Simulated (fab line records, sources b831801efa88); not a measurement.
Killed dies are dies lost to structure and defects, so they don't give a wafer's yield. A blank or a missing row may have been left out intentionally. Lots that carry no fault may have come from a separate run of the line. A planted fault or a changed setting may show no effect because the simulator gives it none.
Comparing a struck lot with a sound one + flow sky130 + 15 steps out of a route of 708
Sound: wafers L112.1, L112.4, L112.5. Wafers struck: L113.2, L113.4, L113.5. The cause comes at the end.
For every step that has rows: the tool of each side, followed by ch and its chambers, followed by its first start. Under that, the readings that differ: sound wafers + struck wafers + difference of the means + sigmas: that difference in standard deviations of wafers without a fault.
alike: same words and numbers on both sides, and readings whose means sit less than 2 such deviations apart. not compared: any withheld reading, any reading some wafer has no value for, any bound like >300 that may hide the same value, and any number with overlapping values for which the record gives no deviation.
A row with sigmas, a row that says differs or no value, or rows on one side alone: a step with any of these is where the two part. Non-overlapping numbers with no deviation appear without sigmas and do not part them. Lack of a reading on every wafer of one side parts them only where that side has two or more wafers.

first, 4 steps without rows for these wafers: SKY_LDD_N_SOFTBAKE_03 (time 60 s); SKY_LDD_N_EXPOSE_04 (exposes mask NTM, target cd 840 nm); SKY_LDD_N_PEB_05; SKY_LDD_N_DEVELOP_06 (develop time 60 s).
SKY_LDD_N_OVL_MEAS_07:
  struck on overlay-01, day 21 02:58; sound on overlay-01, day 21 00:00
  alike: LDD_N_OVL
then, 7 steps without rows for these wafers: SKY_LDD_N_IMPLANT_08; SKY_LDD_N_IMPLANT_09; SKY_LDD_N_IMPLANT_10; SKY_LDD_N_IMPLANT_11; SKY_LDD_N_IMPLANT_12; SKY_LDD_N_IMPLANT_13; SKY_LDD_N_IMPLANT_14.
SKY_LDD_N_IMPLANT_15:
  sound on implanter-01 ch 0, day 21 01:05; struck on implanter-03 ch 0, day 21 04:04
| reading       | sound                         | struck                       | difference | sigmas |
|---------------|-------------------------------|------------------------------|------------|--------|
| dose-ions-cm2 | 4.997e+12 4.992e+12 5.005e+12 | 5.213e+12 5.22e+12 5.218e+12 | +2.190e+11 | +45    |
  alike: beam-on-s, faraday-current-uA
SKY_LDD_N_STRIP_16: strips in O2/N2.
  sound on plasma-asher-04 ch 0,1, day 21 01:14; struck on plasma-asher-01 ch 0,1, day 21 04:11
  alike: chamber-pressure-mTorr, drypump-motor-current-A, oes-product-au, strip-time-to-endpoint-s
  not compared: rf-hours-counter-h
-- record jumps: 27 days separate the struck wafers' starts on either side; left off in module LDD_N, taken up again in module PAD_OPEN, whose first shown step is the route's number 708 --
SKY_PAD_OPEN_PROBE_99:
  struck on prober-01, day 47 22:05; sound on prober-02, day 47 19:19
  alike: killed_at_M0_to_M3, killed_at_M4_up, killed-at-contacts, killed-at-front-end, killed-at-other, killed-dies, killed-open, killed-short

== WHERE THEY PART ==
Only at SKY_LDD_N_IMPLANT_15, as far as this record shows. Later steps at which nothing parts them and some readings are alike: SKY_LDD_N_STRIP_16, SKY_PAD_OPEN_PROBE_99.

WHY: the cause the simulator had injected
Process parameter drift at SKY_LDD_N_IMPLANT_15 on implanter-03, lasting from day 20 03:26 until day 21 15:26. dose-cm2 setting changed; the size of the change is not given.
